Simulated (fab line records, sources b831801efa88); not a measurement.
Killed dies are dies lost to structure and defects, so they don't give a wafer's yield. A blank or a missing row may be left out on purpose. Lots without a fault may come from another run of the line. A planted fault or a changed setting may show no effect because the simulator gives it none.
fab line records | flow sky130
record lots=11 wafers=33 last_day=50
route steps=708 shown SONOS_ONO@168 METAL1@453 VIA1@461 METAL3@565
lots that met no fault: from a run of the same line without faults
start_h: hours from the record's first day to the start of the lot's first wafer shown | wait_h: hours since the lot's step before | " the same as in the row above | L1.1+2: a row that stands for several wafers | - no value, or no start given | * or withheld: withheld | < > ~ a bound
route shown NAME@n: a module of which the file shows steps, and the number in the route of the first | usual: mean/standard deviation of fault-free wafers | same: alike in all rows | chamber/n: place in a boat | sites: the reading at each site | _std_site: their standard deviation | _edge_site: outer sites' mean less inner sites' | radius_mm: how far each site lies from the wafer's centre | mask NAME#n: copy n | behind: the tool/chamber that last shaped the wafer | hold: why the lot was held/for how many hours/how that ended | device: the transistor (n, p or np) that didn't switch | end of line: the same wafers' tests at the end of the route | a step without rows: its recipe alone | killed: dies lost to structure and defects at the first sort, not the wafer's yield | map: a wafer's dies, x killed, . not, _ none there
set.NAME: the setting as run; set.NAME@STEP: as run at that earlier step | model.NAME: the simulator's own value behind a step, which no gauge read
steps of the route over a sample of lots; a table a step, a row a wafer
services: from which hour (start_h, from the record's first day; less than 0 if before it) a tool's chamber was out of use, for how many hours, and why
## steps
# step SKY_SONOS_ONO_OXIDATION_00
# recipe temp_c=800 ambient=O2 idle_temp_c=700 ramp_up_c_per_min=10 ramp_down_c_per_min=3 stabilise_s=600 purge_s=300 target_thk_a=26 ox_time_s=1249
# usual spike_tc_lower_C=800.2/1.1 spike_tc_top_C=812.0/2.2 tube_center_temp_C=799.99/0.067 tube_center_temp_C_max=802.0/0.34 zone_power_bottom_pct=21.7/2.3
# columns lot.wafer tool chamber start_h wait_h spike_tc_lower_C spike_tc_top_C tube_center_temp_C tube_center_temp_C_max zone_power_bottom_pct
L600.3 furnace-02 0 253.40 0.4 801.9 810.9 800.02 801.8 23.7
L600.4 " 0 " " 800.9 809.1 800.08 802.4 23.2
L600.5 " 0 " " 797.8 810.6 800.05 802.0 23.5
L603.4 furnace-01 0 268.42 0.0 803.2 815.7 799.87 801.6 18.4
L603.5 " 0 " " 802.6 814.8 799.95 801.6 18.6
L603.6 " 0 " " 801.6 813.9 799.99 801.8 18.1
L606.1 furnace-02 0 294.06 1.1 800.4 811.9 800.04 802.1 23.1
L606.3 " 0 " " 799.6 809.0 800.02 801.9 23.1
L606.5 " 0 " " 800.6 809.4 799.97 801.9 23.7
L609.1 furnace-01 0 323.41 1.5 801.8 814.1 800.04 802.5 18.6
L609.4 " 0 " " 798.5 814.6 799.9 801.7 18.3
L609.6 " 0 " " 801.1 815.1 800.02 801.5 18.3
L610.4 furnace-01 0 329.33 0.0 799.5 814.3 799.95 802.5 18.5
L610.5 " 0 " " 802.4 812.7 799.84 802.4 18.3
L610.6 " 0 " " 800.8 815.4 799.95 802.4 18.4
L612.2 furnace-02 0 347.50 2.7 800.6 809.8 799.89 801.6 23.5
L612.4 " 0 " " 799.1 809.2 799.9 802.2 23.2
L612.5 " 0 " " 800.1 809.9 799.94 802.3 23.4
L613.1 furnace-01 0 353.91 0.0 807.9 819.4 804.48 806.1 18.6
L613.2 " 0 " " 804.9 819.9 804.42 806.2 18.4
L613.6 " 0 " " 804.9 818.7 804.53 806.6 18.8
L614.1 furnace-01 0 359.71 0.0 805.6 820.1 804.57 806.8 18.7
L614.5 " 0 " " 805.8 818.8 804.49 806.3 19.0
L614.6 " 0 " " 806.1 818.8 804.49 806.6 18.9
L618.1 furnace-02 0 397.36 0.3 800.5 811.1 799.93 801.9 23.3
L618.3 " 0 " " 799.4 811.8 800.03 801.8 23.4
L618.5 " 0 " " 798.6 810.5 800.04 801.8 23.6
L621.2 furnace-01 0 416.58 1.2 801.0 814.5 800.11 802.3 18.5
L621.5 " 0 " " 800.2 816.6 800.05 802.3 18.4
L621.6 " 0 " " 801.5 814.0 799.91 802.1 18.1
L623.2 furnace-02 0 435.97 0.5 799.6 809.4 799.91 801.7 23.5
L623.3 " 0 " " 800.4 809.1 800.1 802.4 23.8
L623.6 " 0 " " 800.1 810.8 800.04 802.4 23.2
# step SKY_SONOS_ONO_THK_MEAS_01
# recipe reads=SiO2_of_SONOS_ONO_OXIDATION_00
# usual SONOS_ONO_OXIDATION_THK=2.63/0.054
# columns lot.wafer tool chamber start_h wait_h hold SONOS_ONO_OXIDATION_THK[nm]
L600.3 film_metro-01 - 254.77 0.0 - 2.74
L600.4 " - " " - 2.70
L600.5 " - " " - 2.75
L603.4 film_metro-01 - 269.79 0.0 - 2.62
L603.5 " - " " - 2.69
L603.6 " - " " - 2.60
L606.1 film_metro-03 - 295.41 0.0 - 2.71
L606.3 " - " " - 2.69
L606.5 " - " " - 2.75
L609.1 film_metro-01 - 324.75 0.0 - 2.60
L609.4 " - " " - 2.56
L609.6 " - " " - 2.60
L610.4 film_metro-03 - 330.71 0.0 - 2.62
L610.5 " - " " - 2.59
L610.6 " - " " - 2.57
L612.2 film_metro-03 - 348.86 0.0 - 2.65
L612.4 " - " " - 2.66
L612.5 " - " " - 2.62
L613.1 film_metro-03 - 355.25 0.0 - 2.73
L613.2 " - " " - 2.80
L613.6 " - " " - 2.72
L614.1 film_metro-02 - 361.05 0.0 await_dispo/0.2h/release 2.83
L614.5 " - " " await_dispo/0.2h/release 2.85
L614.6 " - " " await_dispo/0.2h/release 2.84
L614.1 film_metro-02 - 361.28 0.2 - 2.75
L614.5 " - " " - 2.85
L614.6 " - " " - 2.84
L618.1 film_metro-01 - 398.71 0.0 - 2.61
L618.3 " - " " - 2.56
L618.5 " - " " - 2.64
L621.2 film_metro-01 - 417.94 0.0 - 2.54
L621.5 " - " " - 2.64
L621.6 " - " " - 2.55
L623.2 film_metro-03 - 437.33 0.0 - 2.56
L623.3 " - " " - 2.57
L623.6 " - " " - 2.61
# step SKY_METAL1_METAL_ETCH_19
# recipe target_depth_a=3600 stop_on=SiO2 over_etch_frac=0.3 time_s=78 chemistry=Cl2/BCl3 resist_sidewall_deg=88 pressure_mtorr=10 icp_w=900 bias_w=48.5 Cl2_flow_sccm=60 bcl3_flow_sccm=30
# usual chamber_pressure_mTorr=9.998/0.011 drypump_motor_current_A=5.9/0.4 oes_product_au=0.855/0.0068 throttle_valve_pct=22.264/0.0089
# columns lot.wafer tool chamber start_h wait_h chamber_pressure_mTorr drypump_motor_current_A oes_product_au rf_hours_counter_h throttle_valve_pct
L600.3 rie_metal-03 0 763.53 0.1 9.974 6.4 0.865 - 22.262
L600.4 " 1 " " 10.002 5.8 0.859 - 22.254
L600.5 " 0 " " 10.008 6.4 0.843 - 22.267
L603.4 rie_metal-03 1 781.15 0.1 10.018 5.8 0.856 - 22.268
L603.5 " 0 " " 10.000 6.4 0.842 - 22.266
L603.6 " 1 " " 9.987 5.8 0.854 - 22.250
L606.1 rie_metal-04 0 805.65 0.0 9.995 5.5 0.840 1 22.255
L606.3 " 1 " " 10.001 6.5 0.845 - 22.267
L606.5 " 1 " " 9.994 6.5 0.850 - 22.275
L609.1 rie_metal-02 1 833.76 0.1 9.980 5.8 0.855 8 22.268
L609.4 " 1 " " 10.002 5.8 0.857 - 22.272
L609.6 " 1 " " 10.000 5.8 0.861 - 22.273
L610.4 rie_metal-04 0 842.14 0.1 9.997 5.5 0.844 - 22.272
L610.5 " 0 " " 9.993 5.5 0.855 - 22.265
L610.6 " 0 " " 10.004 5.5 0.851 - 22.253
L612.2 rie_metal-04 0 857.51 0.1 9.998 5.5 0.843 - 22.262
L612.4 " 0 " " 10.008 5.5 0.854 - 22.264
L612.5 " 0 " " 10.009 5.5 0.861 - 22.265
L613.1 rie_metal-03 0 863.03 0.0 10.013 6.4 0.849 13 22.260
L613.2 " 1 " " 9.993 5.8 0.845 15 22.264
L613.6 " 1 " " 10.000 5.8 0.852 - 22.256
L614.1 rie_metal-02 1 872.88 0.0 9.996 5.8 0.855 10 22.259
L614.5 " 0 " " 10.003 5.5 0.838 - 22.258
L614.6 " 1 " " 10.005 5.8 0.863 - 22.248
L618.1 rie_metal-03 0 904.25 0.0 10.005 6.4 0.864 15 22.259
L618.3 " 0 " " 9.992 6.4 0.859 - 22.261
L618.5 " 1 " " 10.010 5.8 0.860 - 22.263
L621.2 rie_metal-04 1 918.12 0.0 9.985 6.5 0.847 2 22.278
L621.5 " 1 " " 10.000 6.5 0.859 - 22.260
L621.6 " 0 " " 10.000 5.5 0.859 - 22.283
L623.2 rie_metal-03 0 933.89 0.1 10.012 6.4 0.848 - 22.275
L623.3 " 0 " " 9.989 6.4 0.854 - 22.257
L623.6 " 0 " " 9.999 6.4 0.849 - 22.249
# step SKY_VIA1_BOW_MEAS_03
# recipe mode=bow
# usual VIA1_BOW=80/7.1
# columns lot.wafer tool chamber start_h wait_h VIA1_BOW[um]
L600.3 film_metro-01 - 764.70 0.2 78
L600.4 " - " " 77
L600.5 " - " " 68
L603.4 film_metro-03 - 782.37 0.2 84
L603.5 " - " " 87
L603.6 " - " " 82
L606.1 film_metro-01 - 806.85 0.2 73
L606.3 " - " " 72
L606.5 " - " " 76
L609.1 film_metro-04 - 835.00 0.2 71
L609.4 " - " " 72
L609.6 " - " " 79
L610.4 film_metro-01 - 843.35 0.2 69
L610.5 " - " " 75
L610.6 " - " " 91
L612.2 film_metro-03 - 858.74 0.3 74
L612.4 " - " " 74
L612.5 " - " " 74
L613.1 film_metro-03 - 864.20 0.2 79
L613.2 " - " " 83
L613.6 " - " " 89
L614.1 film_metro-04 - 874.04 0.2 76
L614.5 " - " " 87
L614.6 " - " " 74
L618.1 film_metro-04 - 905.41 0.1 83
L618.3 " - " " 92
L618.5 " - " " 85
L621.2 film_metro-04 - 919.35 0.3 80
L621.5 " - " " 88
L621.6 " - " " 93
L623.2 film_metro-01 - 935.13 0.3 74
L623.3 " - " " 73
L623.6 " - " " 74
# step SKY_METAL3_DESCUM_15
# recipe chemistry=O2 source_power_w=150 bias_power_w=0 pressure_mtorr=10 temp_c=40 time_s=8
# usual chamber_pressure_mTorr=9.999/0.0091 drypump_motor_current_A=5.7/0.31 oes_product_au=1.002/0.0096
# columns lot.wafer tool chamber start_h wait_h chamber_pressure_mTorr drypump_motor_current_A oes_product_au rf_hours_counter_h
L600.3 rie_metal-02 0 901.25 0.0 10.011 5.4 0.996 -
L600.4 " 1 " " 10.014 5.8 1.006 -
L600.5 " 0 " " 9.996 5.5 0.989 -
L603.4 rie_metal-02 0 918.32 0.0 9.979 5.4 1.000 -
L603.5 " 1 " " 9.995 5.8 1.010 -
L603.6 " 0 " " 10.008 5.4 0.996 -
L606.1 rie_metal-01 0 940.38 0.0 10.000 5.7 1.008 18
L606.3 " 1 " " 9.993 5.4 0.997 -
L606.5 " 1 " " 9.995 5.4 0.999 -
L609.1 rie_metal-04 1 965.61 0.0 9.998 6.5 1.006 4
L609.4 " 1 " " 9.986 6.5 0.995 -
L609.6 " 0 " " 9.988 5.5 0.997 -
L610.4 rie_metal-02 0 971.29 0.0 10.003 5.5 0.995 -
L610.5 " 1 " " 10.000 5.8 1.011 -
L610.6 " 0 " " 10.006 5.4 0.989 -
L612.2 rie_metal-02 1 988.68 0.0 10.016 5.8 1.015 16
L612.4 " 1 " " 10.006 5.8 1.008 -
L612.5 " 0 " " 9.998 5.4 0.997 -
L613.1 rie_metal-01 1 993.03 0.0 9.986 5.5 1.001 16
L613.2 " 0 " " 10.005 5.7 1.012 21
L613.6 " 0 " " 9.998 5.7 1.002 -
L614.1 rie_metal-01 0 1001.89 0.0 10.000 5.7 1.016 22
L614.5 " 1 " " 9.995 5.4 0.999 -
L614.6 " 0 " " 9.986 5.7 1.007 -
L618.1 rie_metal-02 0 1031.18 0.0 10.001 5.4 0.983 10
L618.3 " 0 " " 9.986 5.5 0.985 -
L618.5 " 1 " " 9.995 5.9 1.015 -
L621.2 rie_metal-02 0 1042.26 0.0 9.976 5.4 0.989 11
L621.5 " 1 " " 9.994 5.8 1.013 -
L621.6 " 0 " " 9.989 5.4 0.986 -
L623.2 rie_metal-02 1 1057.01 0.0 10.006 5.8 1.012 20
L623.3 " 1 " " 9.995 5.8 1.016 -
L623.6 " 0 " " 9.999 5.5 0.991 -
## services
# columns tool chamber start_h hours kind
rie_metal-04 1 253.35 15.3 repair
furnace-02 - 260.40 3.5 pm
rie_metal-04 - 274.83 0.2 repair
furnace-01 - 285.77 3.5 pm
furnace-02 - 310.97 1.3 repair
rie_metal-04 1 357.00 2.3 repair
furnace-02 - 373.38 2.5 pm
rie_metal-04 - 397.06 0.2 repair
furnace-01 - 453.13 3.2 pm
rie_metal-02 - 454.84 0.8 repair
furnace-01 - 467.41 3.2 repair
furnace-01 - 477.77 3.6 pm
rie_metal-04 1 496.13 6.4 repair
rie_metal-02 - 608.99 1.4 pm
rie_metal-02 - 617.18 4.3 pm
furnace-01 - 620.67 4.4 pm
furnace-01 - 721.41 3.9 repair
furnace-01 - 759.77 2.9 pm
furnace-01 - 788.67 3.6 pm
rie_metal-02 - 818.02 0.3 repair
furnace-01 - 950.20 9.7 repair
furnace-01 - 959.92 2.5 pm
furnace-01 - 1009.75 5.7 repair
furnace-01 - 1041.77 3.1 pm
## key
first_sign step=SKY_SONOS_ONO_OXIDATION_00 reading=tube_center_temp_C direction=up sigmas=56 usual=* struck=*
effect step=SKY_SONOS_ONO_OXIDATION_00 reading=tube_center_temp_C_max direction=up sigmas=13 usual=* struck=*
effect step=SKY_SONOS_ONO_THK_MEAS_01 reading=visit direction=added
met_at SKY_SONOS_ONO_OXIDATION_00
struck_lots L613,L614
tester_left_out L613,L614
not_acting_at SKY_METAL1_METAL_ETCH_19,SKY_VIA1_BOW_MEAS_03,SKY_METAL3_DESCUM_15
onset_between 329.33 353.91
fault kind=process_parameter_drift tool=furnace-01 chamber=- onset_h=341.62 steps=SKY_SONOS_ONO_OXIDATION_00 channel=temp_c offset=* shape=step end_h=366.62 acts_in=* stated=*
# tester_left_out: of these lots the tester's yield and bins aren't shown, on N5 and GAA mostly nor the transistor test; their killed dies are dies lost to structure and defects alone, not to doping, threshold or leakage, so they don't give the yield
